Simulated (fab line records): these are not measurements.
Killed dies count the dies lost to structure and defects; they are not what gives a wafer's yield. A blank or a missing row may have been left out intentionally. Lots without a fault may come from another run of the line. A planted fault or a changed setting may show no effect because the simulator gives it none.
fab line records | flow sky130
record: lots: 11 wafers: 33 lastDay: 50
route steps=708 shown GATE_OXIDE@197 LDD_HVN@276 LI_CONTACT@365 PASSIVATION@687
lots untouched by any fault: they come from a run of this same line in which no faults occurred
startH: start of the lot's first displayed wafer, in hours after the record's first day | waitH: how many hours have passed since the lot's step before this one | " unchanged from the row above | L1.1+2: several wafers, shown together as one row | - value missing, or start not given | * or withheld: withheld | < > ~ a bound
route shown NAME@n: a module of which the file shows steps, and the number in the route of the first | usual: average and standard deviation across the fault-free wafers | same: alike in all rows | chamber/n: place in a boat | sites: the reading at each site | _std_site: standard deviation of those values | _edge_site: outer sites' mean less inner sites' | radiusMm: how far each site lies from the wafer's centre | mask NAME#n: copy n | behind: the most recent tool/chamber to have shaped the wafer | hold: reason for holding the lot/hours on hold/outcome of the hold | device: names the non-switching transistor (n, p or np) | end of line: the tests these same wafers got at the end of their route | step lacking rows: just its recipe | killed: at the first sort, the dies lost to defects and structure; wafer yield is something else | map: a wafer's dies, marking killed ones x, the rest . and places with no die _
set.NAME: the setting the step ran with; set.NAME@STEP: the setting that earlier step ran with | model.NAME: the simulator's own value behind a step, which no gauge read
steps of the route over a sample of lots; a table a step, a row a wafer
services: the hour from which a tool's chamber was out of use, counted from the record's first day as startH (under 0 if before that day), plus the number of hours and why
== steps ==
step: SKY_GATE_OXIDE_OVL_MEAS_10
usual: GATE_OXIDE_OVL: 0.2/1.8
columns lot.wafer tool chamber startH waitH GATE_OXIDE_OVL[nm]
L319.2 overlay-01 - 301.01 0.1 1.6
L319.4 " - " " 0.0
L319.5 " - " " 0.7
L320.1 overlay-02 - 312.14 0.1 -4.2
L320.3 " - " " -4.6
L320.6 " - " " -2.8
L322.1 overlay-01 - 319.84 0.1 2.8
L322.5 " - " " 0.5
L322.6 " - " " 1.7
L330.1 overlay-01 - 394.44 0.1 1.0
L330.2 " - " " 2.3
L330.3 " - " " 1.2
L333.2 overlay-02 - 441.00 0.1 -1.1
L333.4 " - " " -1.1
L333.5 " - " " -0.4
L336.3 overlay-01 - 452.06 0.1 3.4
L336.5 " - " " 3.6
L336.6 " - " " 2.6
L338.2 overlay-01 - 465.55 0.1 -0.5
L338.3 " - " " 0.5
L338.5 " - " " 1.2
L339.1 overlay-01 - 476.64 0.1 0.3
L339.2 " - " " 0.9
L339.6 " - " " 0.3
L340.1 overlay-02 - 478.09 0.1 -3.1
L340.2 " - " " -2.9
L340.3 " - " " -1.4
L341.2 overlay-02 - 489.10 0.1 0.4
L341.3 " - " " 0.6
L341.6 " - " " -0.2
L342.2 overlay-01 - 499.71 0.1 2.9
L342.3 " - " " 3.0
L342.5 " - " " 1.6
step: SKY_LDD_HVN_STRIP_09
recipe: chemistry: O2/N2 powerW: 1400 pressureMtorr: 1500 platenTempC: withheld o2FlowSccm: 3000 n2FlowSccm: 300 overashFraction: 0.5
usual: chamberPressureMTorr: 1500.0/1.3 drypumpMotorCurrentA: 5.7/0.52 oesProductAu: 0.408/0.0042 stripTimeToEndpointS: 4.135/0.015
columns lot.wafer tool chamber startH waitH chamberPressureMTorr drypumpMotorCurrentA oesProductAu rfHoursCounterH stripTimeToEndpointS
L319.2 plasmaAsher-01 0 455.09 0.1 1501.3 5.7 0.410 34 4.132
L319.4 " 0 " " 1500.8 5.7 0.406 - 4.139
L319.5 " 1 " " 1500.1 6.5 0.412 - 4.116
L320.1 plasmaAsher-04 1 468.04 0.1 1499.2 5.2 0.409 64 4.141
L320.3 " 0 " " 1500.3 6.3 0.413 - 4.137
L320.6 " 0 " " 1498.7 6.3 0.403 - 4.139
L322.1 plasmaAsher-02 0 475.79 0.1 1501.5 5.2 0.411 5 4.139
L322.5 " 0 " " 1498.6 5.2 0.414 - 4.111
L322.6 " 1 " " 1500.5 5.5 0.401 - 4.132
L330.1 plasmaAsher-01 0 557.45 0.1 1500.7 5.7 0.403 45 4.144
L330.2 " 1 " " 1499.6 6.5 0.409 45 4.167
L330.3 " 1 " " 1499.8 6.5 0.408 - 4.132
L333.2 plasmaAsher-04 0 598.85 0.1 1500.1 6.3 0.397 76 4.131
L333.4 " 0 " " 1502.5 6.3 0.412 - 4.141
L333.5 " 0 " " 1497.1 6.3 0.406 - 4.156
L336.3 plasmaAsher-02 0 609.08 0.1 1501.0 5.2 0.411 - 4.149
L336.5 " 1 " " 1501.2 5.5 0.408 - 4.130
L336.6 " 0 " " 1500.0 5.2 0.403 - 4.109
L338.2 plasmaAsher-04 1 626.80 0.1 1499.2 5.2 0.403 79 4.131
L338.3 " 1 " " 1498.4 5.2 0.396 - 4.157
L338.5 " 0 " " 1503.5 6.3 0.405 - 4.146
L339.1 plasmaAsher-02 0 631.70 0.1 1499.0 5.2 0.404 20 4.130
L339.2 " 1 " " 1498.6 5.5 0.417 20 4.133
L339.6 " 0 " " 1501.6 5.2 0.410 - 4.143
L340.1 plasmaAsher-04 1 634.79 0.1 1500.1 5.2 0.405 80 4.152
L340.2 " 0 " " 1500.3 6.2 0.403 80 4.146
L340.3 " 1 " " 1500.3 5.2 0.407 - 4.147
L341.2 plasmaAsher-02 1 644.04 0.1 1500.4 5.5 0.403 21 4.107
L341.3 " 0 " " 1500.0 5.2 0.408 - 4.119
L341.6 " 1 " " 1500.9 5.5 0.404 - 4.103
L342.2 plasmaAsher-04 0 654.44 0.1 1500.5 6.3 0.406 82 4.158
L342.3 " 0 " " 1500.6 6.3 0.409 - 4.168
L342.5 " 1 " " 1501.3 5.2 0.412 - 4.143
step: SKY_LI_CONTACT_BOW_MEAS_03
recipe: mode: bow
usual: LI_CONTACT_BOW: 56/7.3
columns lot.wafer tool chamber startH waitH LI_CONTACT_BOW[um]
L319.2 filmMetro-02 - 636.01 0.2 57
L319.4 " - " " 70
L319.5 " - " " 41
L320.1 filmMetro-01 - 649.94 0.2 52
L320.3 " - " " 45
L320.6 " - " " 60
L322.1 filmMetro-01 - 656.49 0.1 53
L322.5 " - " " 55
L322.6 " - " " 50
L330.1 filmMetro-04 - 730.32 0.1 60
L330.2 " - " " 51
L330.3 " - " " 58
L333.2 filmMetro-01 - 770.42 0.1 57
L333.4 " - " " 59
L333.5 " - " " 61
L336.3 filmMetro-02 - 777.61 0.1 63
L336.5 " - " " 49
L336.6 " - " " 48
L338.2 filmMetro-01 - 797.71 0.3 57
L338.3 " - " " 51
L338.5 " - " " 51
L339.1 filmMetro-01 - 801.79 0.1 61
L339.2 " - " " 45
L339.6 " - " " 56
L340.1 filmMetro-04 - 802.70 0.2 46
L340.2 " - " " 56
L340.3 " - " " 59
L341.2 filmMetro-04 - 814.24 0.2 59
L341.3 " - " " 50
L341.6 " - " " 42
L342.2 filmMetro-02 - 823.86 0.2 53
L342.3 " - " " 48
L342.5 " - " " 66
step: SKY_PASSIVATION_COAT_06
recipe: spinRpm: 2000 resistThkNm: 3000
columns lot.wafer tool chamber startH waitH
L319.2+4+5 lithoTrack-02 0 1033.84 0.1
L320.1+3+6 lithoTrack-01 0 1044.04 0.1
L322.1+5+6 lithoTrack-01 0 1049.54 0.1
L330.1+2+3 lithoTrack-01 0 1103.34 0.1
L333.2+4+5 lithoTrack-01 0 1135.02 0.1
L336.3+5+6 lithoTrack-03 0 1140.70 0.1
L338.2+3+5 lithoTrack-03 0 1150.93 0.1
L339.1+2+6 lithoTrack-02 0 1155.01 0.1
L340.1+2+3 lithoTrack-02 0 1157.56 0.1
L341.2+3+6 lithoTrack-03 0 1162.33 0.1
L342.2+3+5 lithoTrack-02 0 1170.89 0.1
step: SKY_PASSIVATION_STRIP_12
recipe: chemistry: O2/N2 powerW: 1400 pressureMtorr: 1500 platenTempC: withheld overashFraction: 0.7 o2FlowSccm: 3000 n2FlowSccm: 300
usual: chamberPressureMTorr: 1500.0/1.4 drypumpMotorCurrentA: 5.7/0.39 oesProductAu: 0.661/0.0046 stripTimeToEndpointS: 31.54/0.12
columns lot.wafer tool chamber startH waitH chamberPressureMTorr drypumpMotorCurrentA oesProductAu rfHoursCounterH stripTimeToEndpointS
L319.2 plasmaAsher-04 1 1045.46 0.1 1498.4 5.2 0.654 122 31.65
L319.4 " 0 " " 1500.9 6.3 0.663 - 31.48
L319.5 " 1 " " 1499.1 5.2 0.652 - 31.43
L320.1 plasmaAsher-03 0 1055.76 0.1 1498.2 6.0 0.660 32 31.60
L320.3 " 0 " " 1501.5 6.0 0.658 - 31.63
L320.6 " 1 " " 1497.0 6.0 0.662 - 31.64
L322.1 plasmaAsher-03 0 1060.30 0.1 1501.4 6.0 0.662 33 31.73
L322.5 " 0 " " 1500.4 6.0 0.661 - 31.69
L322.6 " 1 " " 1499.2 6.0 0.657 - 31.62
L330.1 plasmaAsher-03 1 1112.52 0.1 1501.2 6.0 0.667 38 27.51
L330.2 " 0 " " 1500.3 6.0 0.659 38 27.42
L330.3 " 0 " " 1500.5 6.0 0.660 - 27.43
L333.2 plasmaAsher-03 1 1144.71 0.1 1500.0 6.0 0.662 40 27.34
L333.4 " 0 " " 1500.7 6.0 0.662 - 27.13
L333.5 " 1 " " 1499.7 6.0 0.658 - 27.31
L336.3 plasmaAsher-02 0 1149.94 0.1 1501.6 5.2 0.656 - 31.55
L336.5 " 1 " " 1499.3 5.5 0.661 - 31.41
L336.6 " 0 " " 1501.3 5.2 0.665 - 31.48
L338.2 plasmaAsher-04 1 1160.11 0.1 1499.1 5.2 0.656 9 31.52
L338.3 " 1 " " 1500.2 5.2 0.663 - 31.46
L338.5 " 0 " " 1501.1 6.3 0.666 - 31.44
L339.1 plasmaAsher-02 1 1164.52 0.1 1499.5 5.5 0.656 70 31.33
L339.2 " 0 " " 1499.9 5.2 0.659 70 31.66
L339.6 " 1 " " 1499.6 5.6 0.648 - 31.47
L340.1 plasmaAsher-04 1 1166.46 0.1 1501.6 5.2 0.664 9 31.37
L340.2 " 0 " " 1501.8 6.3 0.659 9 31.27
L340.3 " 0 " " 1500.4 6.3 0.664 - 31.33
L341.2 plasmaAsher-03 0 1171.65 0.1 1500.2 6.0 0.655 43 31.58
L341.3 " 0 " " 1500.7 6.0 0.657 - 31.63
L341.6 " 1 " " 1497.2 6.0 0.658 - 31.72
L342.2 plasmaAsher-02 1 1178.70 0.1 1502.7 5.6 0.656 72 31.47
L342.3 " 1 " " 1500.4 5.5 0.661 - 31.46
L342.5 " 0 " " 1500.8 5.2 0.662 - 31.27
== services ==
columns tool chamber startH hours kind
plasmaAsher-02 - 442.70 0.5 repair
plasmaAsher-03 - 609.04 1.1 repair
plasmaAsher-03 - 646.50 1.6 repair
plasmaAsher-02 - 661.08 13.5 repair
plasmaAsher-01 - 662.93 3.4 repair
plasmaAsher-01 - 672.36 1.1 repair
plasmaAsher-03 - 678.77 5.7 repair
plasmaAsher-03 - 733.75 9.0 pm
plasmaAsher-02 - 753.23 4.1 repair
plasmaAsher-01 - 754.35 14.6 pm
plasmaAsher-02 - 817.29 14.6 pm
plasmaAsher-04 - 849.05 2.3 repair
plasmaAsher-04 - 861.03 1.9 repair
plasmaAsher-01 - 925.21 3.6 repair
plasmaAsher-04 - 941.53 2.4 repair
plasmaAsher-01 - 945.77 7.7 repair
plasmaAsher-02 - 963.70 4.3 repair
plasmaAsher-04 - 976.68 2.8 pm
plasmaAsher-02 - 977.03 2.0 repair
plasmaAsher-03 - 1044.69 4.3 pm
plasmaAsher-04 - 1055.25 9.0 pm
plasmaAsher-03 - 1060.70 4.2 repair
plasmaAsher-01 - 1113.85 0.9 repair
plasmaAsher-03 - 1159.08 1.5 repair
== key ==
firstSign: step: SKY_PASSIVATION_STRIP_12 reading: stripTimeToEndpointS direction: down sigmas: 34 usual: * struck: *
effect none on later readings
metAt SKY_PASSIVATION_COAT_06
struckLots L330,L333
notActingAt SKY_GATE_OXIDE_OVL_MEAS_10,SKY_LDD_HVN_STRIP_09,SKY_LI_CONTACT_BOW_MEAS_03
onsetBetween 1049.54 1103.34
fault: kind: processParameterDrift tool: lithoTrack-01 chamber: - onsetH: 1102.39 steps: SKY_PASSIVATION_COAT_06 channel: resistThkNm offset: -358.34 shape: step endH: 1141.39 actsIn: theseRecipesOnly stated: 3000
